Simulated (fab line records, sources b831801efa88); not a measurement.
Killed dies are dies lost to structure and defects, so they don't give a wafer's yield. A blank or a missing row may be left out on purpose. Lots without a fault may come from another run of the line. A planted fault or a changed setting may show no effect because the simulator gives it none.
A struck lot beside a sound one | flow sky130 | 16 steps out of a route of 708
Sound: wafers L716.4, L716.5, L716.6. Struck: wafers L728.5, L728.6. (L728.1 of the same lot was not struck and is left out.) The cause comes at the end.
At each step with rows: each side's tool, then ch and its chambers, then its first start. Under that, the readings that differ: sound wafers | struck wafers | difference of the means | sigmas: that difference in standard deviations of wafers without a fault.
alike: readings whose means differ by less than 2 such deviations, and words and numbers that are the same on both sides. not compared: withheld readings, readings that some wafer has no value for, bounds like >300 that may hide the same value, and numbers for which the record gives no deviation and whose values overlap.
The two part at a step that has a row with sigmas, a row that says differs or no value, or rows on one side only. Numbers that don't overlap but have no deviation are shown without sigmas and don't part them. A reading that every wafer of one side lacks parts them only if that side has two wafers or more.

first, 7 steps without rows for these wafers: SKY_METAL3_HMDS_06 (prime time 60 s); SKY_METAL3_COAT_07 (resist thk 60 nm); SKY_METAL3_COAT_08 (resist thk 1140 nm); SKY_METAL3_SOFTBAKE_09 (time 90 s); SKY_METAL3_EXPOSE_10 (exposes mask MM3, target cd 300 nm); SKY_METAL3_PEB_11; SKY_METAL3_DEVELOP_12 (develop time 60 s).
SKY_METAL3_CD_MEAS_13: target cd 300 nm.
  sound on cd_sem-02, day 40 00:34; struck on cd_sem-02, day 43 19:31
  alike: cd_nm
SKY_METAL3_OVL_MEAS_14:
  sound on overlay-01, day 40 00:39; struck on overlay-01, day 43 19:38
  alike: METAL3_OVL
SKY_METAL3_DESCUM_15: chemistry O2, time 8 s.
  sound on rie_metal-01 ch 0,1, day 40 00:41; struck on rie_metal-02 ch 0,1, day 43 19:40
  reading               | sound             | struck      | difference | sigmas
  oes_product_au (a.u.) | 0.971 0.975 1.003 | 1.007 1.028 | +0.035     | +2
  alike: drypump_motor_current_A, temp_c
  not compared: rf_hours_counter_h
SKY_METAL3_ETCH_16: etches BARC in N2/H2, stops on SiO2, time 88.2 s, target depth 60 nm.
  sound on rie_metal-01 ch 0,1, day 40 00:44; struck on rie_metal-02 ch 0,1, day 43 19:42
  reading                | sound                | struck        | difference | sigmas
  throttle_valve_pct (%) | 13.206 13.188 13.202 | 13.221 13.211 | +0.017     | +2
  alike: drypump_motor_current_A, h2_flow_sccm, oes_product_au
  not compared: rf_hours_counter_h
SKY_METAL3_ETCH_17: etches SiO2 in C4F8/O2/Ar, stops on TiN, time 3.9 s, target depth 15 nm.
  sound on rie_diel-02 ch 1,2,3, day 40 00:48; struck on rie_diel-04 ch 1,2, day 43 19:48
  alike: oes_product_au
  not compared: rf_hours_counter_h
SKY_METAL3_METAL_ETCH_18: etches the open film in Cl2/BCl3, stops on SiO2, target depth 845 nm, time 183.1 s.
  sound on rie_metal-02 ch 0,1, day 40 00:52; struck on rie_metal-04 ch 0,1, day 43 19:49
  reading                                       | sound             | struck      | difference | sigmas
  model.KrF-thick_of_METAL3_COAT_08.thk_nm (nm) | 509.4 521.5 507.5 | 271.5 262.3 | -245.9     |
  model.METAL3.cd_nm (nm)                       | 300.9 303 300.3   | 270.7 267.2 | -32.4      |
  model.SiO2_of_VIA2_HDPCVD_00.thk_nm (nm)      | 463.9 463.5 462.9 | 453.6 453.2 | -10.0      |
  alike: drypump_motor_current_A, mfc_cl2_sccm, oes_product_au, throttle_valve_pct
  not compared: rf_hours_counter_h
SKY_METAL3_STRIP_19: strips in O2/N2.
  sound on plasma_asher-03 ch 0,1, day 40 01:02; struck on plasma_asher-04 ch 0,1, day 43 19:59
  reading                      | sound             | struck      | difference | sigmas
  oes_product_au (a.u.)        | 0.490 0.501 0.495 | 0.399 0.377 | -0.107     | -16
  strip_time_to_endpoint_s (s) | 6.36 6.47 6.35    | 3.91 3.82   | -2.53      | -21
  alike: drypump_motor_current_A
  not compared: rf_hours_counter_h
then, 1 step without rows for these wafers: SKY_METAL3_STRIP_20 (strips in post etch residue remover, time 1200 s).
-- the record jumps here: 6 days lie between the struck wafers' starts before and after (it left off in module METAL3 and takes up again in module PAD_OPEN, whose first step shown is number 708 of the route) --
SKY_PAD_OPEN_PROBE_99:
  sound on prober-02, day 47 00:49; struck on prober-01, day 50 02:26
  reading                        | sound                | struck      | difference | sigmas
  model.etest.met3.width_nm (nm) | 300.3 306.2 302.7    | 270 269.1   | -34        |
  model.etest.met3.line_ohm_um   | 0.1451 0.1379 0.1391 | 0.16 0.1598 | +0.02      |

WHERE THEY PART
First at SKY_METAL3_DESCUM_15; last, within this record, at SKY_METAL3_STRIP_19.

WHY: what the simulator had put in
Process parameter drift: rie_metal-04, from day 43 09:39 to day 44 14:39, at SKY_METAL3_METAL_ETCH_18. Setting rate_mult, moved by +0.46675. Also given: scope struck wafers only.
